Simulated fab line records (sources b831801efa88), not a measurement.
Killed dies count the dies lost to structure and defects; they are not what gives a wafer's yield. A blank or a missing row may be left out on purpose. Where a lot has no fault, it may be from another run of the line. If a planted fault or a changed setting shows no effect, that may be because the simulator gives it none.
Chamber matching | flow sky130 | SKY_CONTACT_HDPCVD_02 on hdpcvd-02: 3 sister chambers
The step deposits SiO2, target thk 565 nm, time 94.2 s. 16 wafers are shown with their chamber, then 8 later ones without.

== WAFERS WITH THEIR CHAMBER ==
wafer  | chamber | pressureMtorr (mTorr)
L257.1 | 0       | 6.032
L257.4 | 1       | 5.992
L257.6 | 2       | 6.001
L259.3 | 2       | 6.008
L259.4 | 2       | 5.984
L259.6 | 1       | 6.022
L262.3 | 0       | 6.005
L262.4 | 2       | 5.993
L262.5 | 0       | 6.012
L263.3 | 0       | 5.999
L263.5 | 1       | 6.013
L263.6 | 0       | 5.988
L265.2 | 2       | 5.987
L265.4 | 0       | 5.993
L265.6 | 2       | 6.018
L273.3 | 1       | 6.008

SIGNATURES (means of the wafers above)
reading       | chamber 0 | chamber 1 | chamber 2 | scatter within a chamber
pressureMtorr | 6.00483   | 6.00875   | 5.99850   | 0.0141
Rule: a wafer lies at a distance from a chamber equal to the root of the sum of squares, over the readings, of (its reading less the chamber's mean, divided by the reading's scatter). The wafer belongs to the nearest chamber; if the next one is less than 2 further off, it can't be placed. How the scatter is found: for the shown wafers, subtract from each reading the mean of its chamber, square and add these, divide the total by (wafers less chambers), then take the root.

== WAFERS WITH NO CHAMBER GIVEN ==
wafer  | pressureMtorr (mTorr)
L273.5 | 5.994
L273.6 | 6.008
L277.1 | 6.012
L277.2 | 5.977
L277.5 | 6.000
L278.1 | 5.996
L278.2 | 5.985
L278.5 | 5.984

== WHICH CHAMBER EACH ONE RAN IN ==
wafer  | from the rows above          | in truth
L273.5 | can't be placed: 2 or 0 or 1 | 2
L273.6 | can't be placed: 1 or 0 or 2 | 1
L277.1 | can't be placed: 1 or 0 or 2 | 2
L277.2 | can't be placed: 2 or 0 or 1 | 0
L277.5 | can't be placed: 2 or 0 or 1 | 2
L278.1 | can't be placed: 2 or 0 or 1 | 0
L278.2 | can't be placed: 2 or 0 or 1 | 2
L278.5 | can't be placed: 2 or 0 or 1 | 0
Correctly placed: 0 of 8. From these rows, 8 cannot be placed; in 8 the true chamber is one of the candidates. Placed wrongly: 0.
